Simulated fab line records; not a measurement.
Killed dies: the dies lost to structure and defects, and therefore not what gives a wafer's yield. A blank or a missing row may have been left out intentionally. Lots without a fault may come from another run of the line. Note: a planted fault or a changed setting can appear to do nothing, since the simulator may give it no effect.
What tool caused it? / flow sky130 / 11 lots with 33 wafers sampled at 3 steps, on a route of 708 steps

== WHAT THE GAUGES READ, wafer by wafer ==
SKY_SD_N_TW_MEAS_12.
lot=L289; measured=day 27 16:41; on=film metro-02; SD_N_TW=3947 3952 3932
lot=L292; measured=day 28 14:10; on=film metro-03; SD_N_TW=4225 4216 4243
lot=L293; measured=day 28 20:42; on=film metro-03; SD_N_TW=4200 4231 4221
lot=L300; measured=day 32 03:51; on=film metro-02; SD_N_TW=4021 4030 4037
lot=L302; measured=day 32 07:46; on=film metro-03; SD_N_TW=3954 3952 3960
lot=L307; measured=day 34 12:14; on=film metro-02; SD_N_TW=3949 3967 3956
lot=L305; measured=day 34 13:15; on=film metro-04; SD_N_TW=4000 3997 3993
lot=L308; measured=day 34 23:37; on=film metro-02; SD_N_TW=3954 3994 3986
lot=L310; measured=day 35 13:13; on=film metro-02; SD_N_TW=3983 3971 3966
lot=L311; measured=day 35 14:37; on=film metro-02; SD_N_TW=3969 4000 3966
lot=L312; measured=day 36 11:22; on=film metro-04; SD_N_TW=3984 3983 3959

== TOOL THAT RAN EACH LOT (tool first, then ch and the chambers of the sampled wafers, then the start) ==
lot=L289; SKY_SD_N_IMPLANT_09=implanter-04 ch 0, day 27 16:17; SKY_SD_N_STRIP_11=plasma asher-03 ch 0,1, day 27 16:34
lot=L292; SKY_SD_N_IMPLANT_09=implanter-04 ch 0, day 28 13:46; SKY_SD_N_STRIP_11=plasma asher-02 ch 0,1, day 28 14:04
lot=L293; SKY_SD_N_IMPLANT_09=implanter-04 ch 0, day 28 20:18; SKY_SD_N_STRIP_11=plasma asher-03 ch 0,1, day 28 20:36
lot=L300; SKY_SD_N_IMPLANT_09=implanter-04 ch 0, day 32 03:29; SKY_SD_N_STRIP_11=plasma asher-02 ch 0,1, day 32 03:45
lot=L302; SKY_SD_N_IMPLANT_09=implanter-04 ch 0, day 32 07:23; SKY_SD_N_STRIP_11=plasma asher-02 ch 0,1, day 32 07:39
lot=L307; SKY_SD_N_IMPLANT_09=implanter-01 ch 0, day 34 11:52; SKY_SD_N_STRIP_11=plasma asher-02 ch 0,1, day 34 12:09
lot=L305; SKY_SD_N_IMPLANT_09=implanter-02 ch 0, day 34 12:51; SKY_SD_N_STRIP_11=plasma asher-02 ch 0,1, day 34 13:09
lot=L308; SKY_SD_N_IMPLANT_09=implanter-01 ch 0, day 34 23:14; SKY_SD_N_STRIP_11=plasma asher-03 ch 0,1, day 34 23:30
lot=L310; SKY_SD_N_IMPLANT_09=implanter-02 ch 0, day 35 12:51; SKY_SD_N_STRIP_11=plasma asher-02 ch 0,1, day 35 13:08
lot=L311; SKY_SD_N_IMPLANT_09=implanter-04 ch 0, day 35 14:13; SKY_SD_N_STRIP_11=plasma asher-04 ch 0,1, day 35 14:31
lot=L312; SKY_SD_N_IMPLANT_09=implanter-01 ch 0, day 36 10:58; SKY_SD_N_STRIP_11=plasma asher-02 ch 0,1, day 36 11:16
- SKY_SD_N_IMPLANT_09
- SKY_SD_N_STRIP_11: strips in O2/N2.

== THE ANSWER, worked out from the rows above alone ==
Rule: what is usual is taken from the lots themselves. The widest of any qualifying gaps counts: lots, ordered by their means at a reading, are off when they make up no more than a third of the lots, leave a main group of 4 or more, and stand apart from it by 3 or more times the standard deviation of that group's means. The tables above print the reading to a certain number of digits; a main group whose means all agree to those digits is not used. A lot without any number at a reading at which 4 lots or more have one is off too. Any other lot the step has rows for is counted as sound.
Off: L292, L293, seen at SKY_SD_N_TW_MEAS_12 (SD_N_TW). The main group: mean 3976, standard deviation 24.
If a tool, at a process step before that reading, ran all the lots that are off and no sound lot after the first of them, it fits. Those tools and the gauges at SKY_SD_N_TW_MEAS_12 are tried in the same way. None of those tried fits.

== WHAT HAD BEEN PUT IN BY THE SIMULATOR ==
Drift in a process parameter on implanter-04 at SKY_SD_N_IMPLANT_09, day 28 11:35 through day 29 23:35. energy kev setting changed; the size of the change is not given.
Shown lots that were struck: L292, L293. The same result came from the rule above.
